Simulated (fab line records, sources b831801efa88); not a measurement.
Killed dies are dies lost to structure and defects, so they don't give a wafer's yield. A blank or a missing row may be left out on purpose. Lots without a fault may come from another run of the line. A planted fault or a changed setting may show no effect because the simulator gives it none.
Which tool did it? | flow sky130 | 15 lots, 45 wafers sampled, at 2 steps of a route of 708

WHAT THE GAUGES READ, wafer by wafer
SKY_VT_ADJUST_HVTR_TW_MEAS_11.
lot  | measured     | on            | VT_ADJUST_HVTR_TW
L602 | day 9 09:02  | film_metro-03 | 211.3 211.0 211.4
L604 | day 9 23:17  | film_metro-04 | 210.9 210.9 211.6
L606 | day 10 11:37 | film_metro-04 | 211.5 212.0 212.2
L607 | day 10 20:47 | film_metro-04 | 212.8 212.6 213.0
L608 | day 11 03:55 | film_metro-01 | 206.6 207.0 207.9
L609 | day 11 05:50 | film_metro-03 | 211.2 212.0 212.3
L610 | day 11 15:08 | film_metro-03 | 210.9 211.3 212.6
L611 | day 12 04:54 | film_metro-04 | 262.2 261.2 262.4
L615 | day 13 10:26 | film_metro-01 | 251.9 251.5 253.2
L618 | day 14 07:37 | film_metro-03 | 212.6 212.4 211.8
L619 | day 14 21:22 | film_metro-03 | 212.5 212.9 212.0
L620 | day 14 22:25 | film_metro-01 | 254.0 253.7 252.9
L622 | day 15 16:19 | film_metro-01 | 208.2 207.8 209.1
L623 | day 16 02:01 | film_metro-01 | 209.7 210.5 210.4
L625 | day 16 15:47 | film_metro-03 | 211.9 211.7 210.0

WHICH TOOL RAN EACH LOT (tool, then ch and the chambers of the sampled wafers, then the start)
lot  | SKY_VT_ADJUST_HVTR_IMPLANT_09
L602 | implanter-01 ch 0, day 9 08:47
L604 | implanter-03 ch 0, day 9 23:02
L606 | implanter-03 ch 0, day 10 11:23
L607 | implanter-02 ch 0, day 10 20:34
L608 | implanter-02 ch 0, day 11 03:40
L609 | implanter-02 ch 0, day 11 05:38
L610 | implanter-01 ch 0, day 11 14:53
L611 | implanter-02 ch 0, day 12 04:02
L615 | implanter-02 ch 0, day 13 09:53
L618 | implanter-01 ch 0, day 14 07:23
L619 | implanter-03 ch 0, day 14 21:07
L620 | implanter-01 ch 0, day 14 21:46
L622 | implanter-02 ch 0, day 15 16:04
L623 | implanter-01 ch 0, day 16 01:48
L625 | implanter-03 ch 0, day 16 15:32
- SKY_VT_ADJUST_HVTR_IMPLANT_09

WHAT THE TOOLS THEMSELVES READ (means of the sampled wafers that have a number; where no wafer has one, the mark that the record gives instead)
The record holds no such reading with a usual standard deviation.

THE ANSWER, worked out from the rows above alone
Rule: what is usual is taken from the lots themselves. Put in order of their means at a reading, lots are off if they are a third of the lots or fewer, leave a main group of 4 or more, and stand apart from it by a gap of 3 or more times the standard deviation of the main group's means; of several such gaps the widest counts. A main group whose means are all the same, to the digits that the tables above print for the reading, isn't used. A lot without any number at a reading at which 4 lots or more have one is off too. The other lots that the step has rows for count as sound. The gauges are gone through in route order, then the tools' own readings, and for those a lot's mean is taken as printed above. The first step at which some lot is off is used, and at that step the reading that is off furthest; a lot without a number counts as furthest.
Off: L611, L615, L620, at SKY_VT_ADJUST_HVTR_TW_MEAS_11 (VT_ADJUST_HVTR_TW). The main group: mean 211.0, standard deviation 1.6.
A tool fits if, at a process step before that reading, it ran every lot that is off, and no sound lot after the first of them. The gauges at SKY_VT_ADJUST_HVTR_TW_MEAS_11 are tried like those tools. None of those tried fits.

WHAT THE SIMULATOR HAD PUT IN
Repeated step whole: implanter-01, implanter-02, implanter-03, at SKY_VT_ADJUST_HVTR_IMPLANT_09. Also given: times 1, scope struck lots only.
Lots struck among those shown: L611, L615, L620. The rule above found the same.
